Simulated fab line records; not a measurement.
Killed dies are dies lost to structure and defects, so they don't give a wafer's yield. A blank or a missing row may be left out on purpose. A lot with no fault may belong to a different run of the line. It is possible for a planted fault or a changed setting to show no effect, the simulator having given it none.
The tool behind it: which one? || flow gf180mcu || Sampling: 7 lots, 21 wafers, 2 of 602 route steps

== WHAT EACH GAUGE READ, for each wafer ==
GF_M4_CD_MEAS_14: target cd 280 nm.
{"lot": "L923", "measured": "day 24 00:39", "on": "cd sem-01", "cd nm (nm)": "279.1 277.6 278.5"}
{"lot": "L925", "measured": "day 24 15:39", "on": "cd sem-01", "cd nm (nm)": "281.5 280.9 280.6"}
{"lot": "L929", "measured": "day 25 21:45", "on": "cd sem-02", "cd nm (nm)": "279.3 280.6 279.1"}
{"lot": "L931", "measured": "day 26 15:19", "on": "cd sem-01", "cd nm (nm)": "280.0 280.5 281.9"}
{"lot": "L933", "measured": "day 27 06:57", "on": "cd sem-02", "cd nm (nm)": "278.7 278.9 279.0"}
{"lot": "L939", "measured": "day 28 22:13", "on": "cd sem-01", "cd nm (nm)": "279.6 279.7 280.4"}
{"lot": "L942", "measured": "day 29 20:55", "on": "cd sem-02", "cd nm (nm)": "280.6 281.6 280.5"}

== WHICH TOOL RAN EACH LOT (tool, then ch and the chambers of the sampled wafers, then the start) ==
{"lot": "L923", "GF_M4_SPUTTER_01": "pvd sputter-02, day 23 01:53"}
{"lot": "L925", "GF_M4_SPUTTER_01": "pvd sputter-01, day 23 17:41"}
{"lot": "L929", "GF_M4_SPUTTER_01": "pvd sputter-04, day 25 00:24"}
{"lot": "L931", "GF_M4_SPUTTER_01": "pvd sputter-04, day 25 18:37"}
{"lot": "L933", "GF_M4_SPUTTER_01": "pvd sputter-02, day 26 10:46"}
{"lot": "L939", "GF_M4_SPUTTER_01": "pvd sputter-02, day 28 02:42"}
{"lot": "L942", "GF_M4_SPUTTER_01": "pvd sputter-04, day 29 01:29"}
- GF_M4_SPUTTER_01: material TiN, target thk 30 nm, time 25 s.

== THE ANSWER, worked out from the rows above alone ==
Rule: the usual values come from the lots themselves. The widest of any qualifying gaps counts: lots, ordered by their means at a reading, are off when they make up no more than a third of the lots, leave a main group of 4 or more, and stand apart from it by 3 or more times the standard deviation of that group's means. The tables above print the reading to a certain number of digits; a main group whose means all agree to those digits is not used. Also off: a lot with no number at a reading for which 4 or more lots have one. The other lots that the step has rows for count as sound.
No lot is off on any of the readings shown, so nothing can be concluded from this.

== WHAT THE SIMULATOR PUT IN ==
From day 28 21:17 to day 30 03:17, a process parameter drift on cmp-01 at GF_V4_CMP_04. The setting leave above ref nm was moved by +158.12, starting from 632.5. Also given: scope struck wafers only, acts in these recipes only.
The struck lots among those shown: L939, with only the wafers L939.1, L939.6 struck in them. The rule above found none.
